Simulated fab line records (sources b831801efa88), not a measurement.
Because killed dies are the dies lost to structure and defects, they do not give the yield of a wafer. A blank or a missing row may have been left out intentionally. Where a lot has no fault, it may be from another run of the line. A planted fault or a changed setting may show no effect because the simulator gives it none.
Chamber matching :: flow sky130 :: SKY_VIA4_CMP_21 on cmp-02: 4 sister chambers
The step polishes, stops on SiO2, t overpolish 25 s, target thk 0 nm. 4 wafers are shown with their chamber, then 12 later ones without.

== WAFERS PAIRED WITH THEIR CHAMBERS ==
wafer: L087.5
chamber: 1
motorCurrentA (A): 10.9

wafer: L093.1
chamber: 0
motorCurrentA (A): 10.9

wafer: L093.5
chamber: 2
motorCurrentA (A): 11.9

wafer: L093.6
chamber: 3
motorCurrentA (A): 11.2

== WAFERS WITH NO CHAMBER GIVEN ==
wafer: L094.1
motorCurrentA (A): 11.6

wafer: L094.2
motorCurrentA (A): 11.4

wafer: L094.6
motorCurrentA (A): 11.6

wafer: L095.1
motorCurrentA (A): 11.7

wafer: L095.2
motorCurrentA (A): 10.6

wafer: L095.4
motorCurrentA (A): 12.1

wafer: L097.1
motorCurrentA (A): 10.6

wafer: L097.2
motorCurrentA (A): 10.9

wafer: L097.3
motorCurrentA (A): 11.7

wafer: L097.4
motorCurrentA (A): 10.2

wafer: L097.5
motorCurrentA (A): 11.0

wafer: L097.6
motorCurrentA (A): 10.8

== EACH ONE'S CHAMBER ==
wafer: L094.1
from the rows above: can't be placed: 2 or 3 or 0 or 1
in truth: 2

wafer: L094.2
from the rows above: can't be placed: 3 or 0 or 1 or 2
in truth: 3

wafer: L094.6
from the rows above: can't be placed: 2 or 3 or 0 or 1
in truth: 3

wafer: L095.1
from the rows above: can't be placed: 2 or 3
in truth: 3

wafer: L095.2
from the rows above: can't be placed: 0 or 1 or 3
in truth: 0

wafer: L095.4
from the rows above: 2
in truth: 2

wafer: L097.1
from the rows above: can't be placed: 0 or 1 or 3
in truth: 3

wafer: L097.2
from the rows above: can't be placed: 0 or 1 or 3
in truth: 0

wafer: L097.3
from the rows above: can't be placed: 2 or 3
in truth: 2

wafer: L097.4
from the rows above: can't be placed: 0 or 1 or 3
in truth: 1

wafer: L097.5
from the rows above: can't be placed: 0 or 1 or 3
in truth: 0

wafer: L097.6
from the rows above: can't be placed: 0 or 1 or 3
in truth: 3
Correctly placed: 1 of 12. Cannot be placed on the basis of these rows: 11; the candidates contain the true chamber in 11. Wrongly placed: 0.
How it was worked out, from the rows above alone: a wafer's distance from a chamber is the root of the sum, over the readings, of the square of ((its reading less the chamber's mean) divided by the reading's scatter). The wafer belongs to the nearest chamber; if the next one is less than 2 further off, it can't be placed. The mean given for a chamber averages the wafers shown for that chamber. The scatter: root of mean squared gap, hidden wafer to nearest shown wafer, with one shown wafer a chamber.
